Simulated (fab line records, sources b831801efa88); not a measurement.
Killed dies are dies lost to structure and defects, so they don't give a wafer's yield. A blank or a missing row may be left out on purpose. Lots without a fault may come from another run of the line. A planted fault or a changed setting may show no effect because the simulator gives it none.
A sampling plan put to the test | flow sky130 | one fab line, 13 faults that these records tell of, each judged on the records of the lots that it struck
The plan is the line's own looks: the steps of the route at which a gauge or an inspection reads the wafer and doesn't change it. A look can be judged if struck wafers have a number there and the file gives its usual mean and standard deviation on fault-free wafers. Caught: at a look after the fault's first step, the mean of the struck wafers lies 4 or more of those standard deviations (sigma) from the usual mean. On the tool: the same test on the tool's own readings at the fault's steps. Another recipe on the struck wafers, or a record that is blank for them alone, also counts as caught.

THE FAULTS, as the simulator had put them in
1. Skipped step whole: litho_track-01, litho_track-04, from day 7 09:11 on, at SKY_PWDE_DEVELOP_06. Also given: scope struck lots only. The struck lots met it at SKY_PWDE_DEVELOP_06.
2. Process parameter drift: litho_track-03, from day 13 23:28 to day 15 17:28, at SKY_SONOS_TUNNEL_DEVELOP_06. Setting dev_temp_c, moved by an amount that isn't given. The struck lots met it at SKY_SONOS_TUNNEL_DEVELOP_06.
3. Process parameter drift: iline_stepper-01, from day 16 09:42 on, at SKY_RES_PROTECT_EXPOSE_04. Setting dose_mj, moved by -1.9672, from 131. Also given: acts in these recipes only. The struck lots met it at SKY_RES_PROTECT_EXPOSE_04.
4. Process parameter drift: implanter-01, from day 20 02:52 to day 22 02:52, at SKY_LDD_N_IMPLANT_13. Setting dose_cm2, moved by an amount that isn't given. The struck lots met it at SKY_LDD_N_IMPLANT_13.
5. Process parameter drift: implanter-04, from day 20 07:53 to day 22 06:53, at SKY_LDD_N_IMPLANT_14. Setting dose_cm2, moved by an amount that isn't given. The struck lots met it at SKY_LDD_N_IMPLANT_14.
6. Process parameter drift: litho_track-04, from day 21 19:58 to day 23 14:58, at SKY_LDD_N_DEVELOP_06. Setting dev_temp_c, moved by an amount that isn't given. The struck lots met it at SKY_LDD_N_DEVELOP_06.
7. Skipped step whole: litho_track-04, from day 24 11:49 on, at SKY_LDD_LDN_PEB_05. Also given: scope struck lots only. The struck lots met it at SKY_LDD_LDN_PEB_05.
8. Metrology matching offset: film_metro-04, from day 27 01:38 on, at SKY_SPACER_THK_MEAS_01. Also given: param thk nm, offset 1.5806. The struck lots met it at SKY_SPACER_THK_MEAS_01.
9. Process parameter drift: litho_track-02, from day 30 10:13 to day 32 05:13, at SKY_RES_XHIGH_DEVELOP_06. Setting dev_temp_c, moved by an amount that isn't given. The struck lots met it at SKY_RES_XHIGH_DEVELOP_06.
10. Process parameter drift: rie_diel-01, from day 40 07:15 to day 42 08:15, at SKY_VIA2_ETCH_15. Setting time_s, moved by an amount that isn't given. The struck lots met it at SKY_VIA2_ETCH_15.
11. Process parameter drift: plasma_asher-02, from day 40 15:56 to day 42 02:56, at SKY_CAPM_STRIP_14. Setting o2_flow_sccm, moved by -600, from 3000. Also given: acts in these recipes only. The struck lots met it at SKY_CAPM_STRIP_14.
12. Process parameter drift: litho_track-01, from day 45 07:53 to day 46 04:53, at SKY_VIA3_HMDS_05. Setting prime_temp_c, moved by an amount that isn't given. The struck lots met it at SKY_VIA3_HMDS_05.
13. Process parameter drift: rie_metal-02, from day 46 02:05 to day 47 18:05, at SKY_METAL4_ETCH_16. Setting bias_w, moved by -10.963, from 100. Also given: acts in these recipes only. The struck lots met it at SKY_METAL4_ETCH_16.

WHAT THE PLAN SAW
fault | on the tool itself                               | first look that catches it                   | reading, sigma | median hours from its first step to that look | hours from the fault's start to the first struck lot there | judged looks passed uncaught
1     | the tool's record is blank for the struck wafers | no look after it can be judged               | -              | -                                             | -                                                          | 0
2     | developer_temp_C -22 sigma                       | no look after it can be judged               | -              | -                                             | -                                                          | 0
3     | exposure_dose_mJ_cm2 -15 sigma                   | no look after it can be judged               | -              | -                                             | -                                                          | 0
4     | dose_ions_cm2 +99 or beyond sigma                | no look after it can be judged               | -              | -                                             | -                                                          | 0
5     | dose_ions_cm2 -99 or beyond sigma                | not the one look that can be judged after it | -              | -                                             | -                                                          | 1
6     | developer_temp_C +9.1 sigma                      | no look after it can be judged               | -              | -                                             | -                                                          | 0
7     | no reading that can be judged                    | not the one look that can be judged after it | -              | -                                             | -                                                          | 1
8     | SPACER_CVD_00_THK +4.1 sigma                     | not the one look that can be judged after it | -              | -                                             | -                                                          | 1
9     | developer_temp_C +9.5 sigma                      | not the one look that can be judged after it | -              | -                                             | -                                                          | 1
10    | run_length_s +8.5 sigma                          | not the one look that can be judged after it | -              | -                                             | -                                                          | 1
11    | o2_flow_sccm -69 sigma                           | no look after it can be judged               | -              | -                                             | -                                                          | 0
12    | prime_temp_c -44 sigma                           | not the one look that can be judged after it | -              | -                                             | -                                                          | 1
13    | bias_w -38 sigma                                 | no look after it can be judged               | -              | -                                             | -                                                          | 0
A dash: the fault isn't caught, or these records don't give the number.

Caught at a look: 0 of 13. Caught on the tool: 12 of 13. By one or the other: 12 of 13.
Caught on the tool alone: faults 1, 2, 3, 4, 5, 6, 8, 9, 10, 11, 12, 13.
Caught by neither: fault 7.
